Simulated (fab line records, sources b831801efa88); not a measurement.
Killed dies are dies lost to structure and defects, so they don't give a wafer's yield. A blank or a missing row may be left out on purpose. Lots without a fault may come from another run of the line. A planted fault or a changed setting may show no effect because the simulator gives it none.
Problem report in the 8D (eight disciplines) form, filled by code | flow sky130 | the parts of the form that need people (team, actions taken, sign-off) are left out

1. THE PROBLEM
VIA2_HDPCVD_THK at SKY_VIA2_THK_MEAS_01 reads a mean of 1046 nm on 3 wafers of 3 lots; wafers without a fault read 1175 nm with a standard deviation of 11. That is -12 standard deviations from the usual mean.
First seen on wafer L625.5, day 39 15:26, on film_metro-02. The record holds 30 wafers of 11 lots with a number at this step. Rule for "out", or "out of limits": more than 4 standard deviations from the usual mean. The other wafers with a number count as sound.

2. WHAT IT IS AND WHAT IT IS NOT
question                    | is                           | is not
which readings at this step | VIA2_HDPCVD_THK              | -
which lots                  | L625, L627, L628             | L614, L617, L618, L620, L622, L624, L626, L634
which wafers of those lots  | L625.5, L627.3, L628.5       | L625.4, L627.2, L628.4
read on which gauges        | film_metro-02, film_metro-04 | -
when                        | from day 39 15:26            | up to then (19 sound wafers); but 8 sound wafers of L626, L627, L628, L634 came after

3. SUSPECTS, AND WHAT RULES EACH OUT
Counting: a tool at a process step up to the reading stays a suspect if it ran every lot that is out. Sound lots after the first of them don't rule it out here, since some wafers of a struck lot are sound.
- the gauge at SKY_VIA2_THK_MEAS_01: ruled out. The wafers that are out were read on 2 gauges (film_metro-02, film_metro-04).
- hdpcvd-02 at SKY_VIA2_HDPCVD_00 (deposits SiO2, target thk 1180 nm, time 196.7 s): kept. It ran every lot that is out, first L625 (day 39 15:20); its last sound lot up to then is L622 (day 38 09:14). Its own readings are out on those wafers: run_length_s.
Left after counting: hdpcvd-02 at SKY_VIA2_HDPCVD_00.

4. THE CAUSE (what the simulator had put in)
Process parameter drift: hdpcvd-02, from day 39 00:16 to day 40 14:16, at SKY_VIA2_HDPCVD_00. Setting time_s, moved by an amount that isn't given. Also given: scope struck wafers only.
Counting left only this tool.

5. THE CHAIN OF EFFECTS, in route order
Each row: a reading whose mean over the struck wafers that have a number lies more than 3 standard deviations from the usual. Only readings for which the record gives a usual standard deviation are gone through. hours: the time from each lot's start at the first step in this table that gives one to its start at this step, as a median over the lots. sigmas: the change in usual standard deviations.
hours | step                 | reading         | usual   | on struck wafers | change | sigmas
0     | SKY_VIA2_HDPCVD_00   | run_length_s    | 224.6 s | 202.2            | -22.4  | -37
0     | SKY_VIA2_THK_MEAS_01 | VIA2_HDPCVD_THK | 1175 nm | 1046             | -129   | -12
The process steps in it:
- SKY_VIA2_HDPCVD_00: deposits SiO2, target thk 1180 nm, time 196.7 s.

6. WHAT WOULD HAVE CAUGHT IT SOONER
In this record the first reading out of limits at a measuring or inspecting step was taken at day 39 15:26, 15 hours after the fault began at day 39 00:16.
The tool's own readings at SKY_VIA2_HDPCVD_00 were out on every struck wafer that the step has a row for (run_length_s): an alarm limit on them would have fired on the first of those.
Of the lots that are out (3), L627, L628 began SKY_VIA2_HDPCVD_00 on hdpcvd-02 after day 39 15:26. A hold on the tool at that time would have spared those 2.
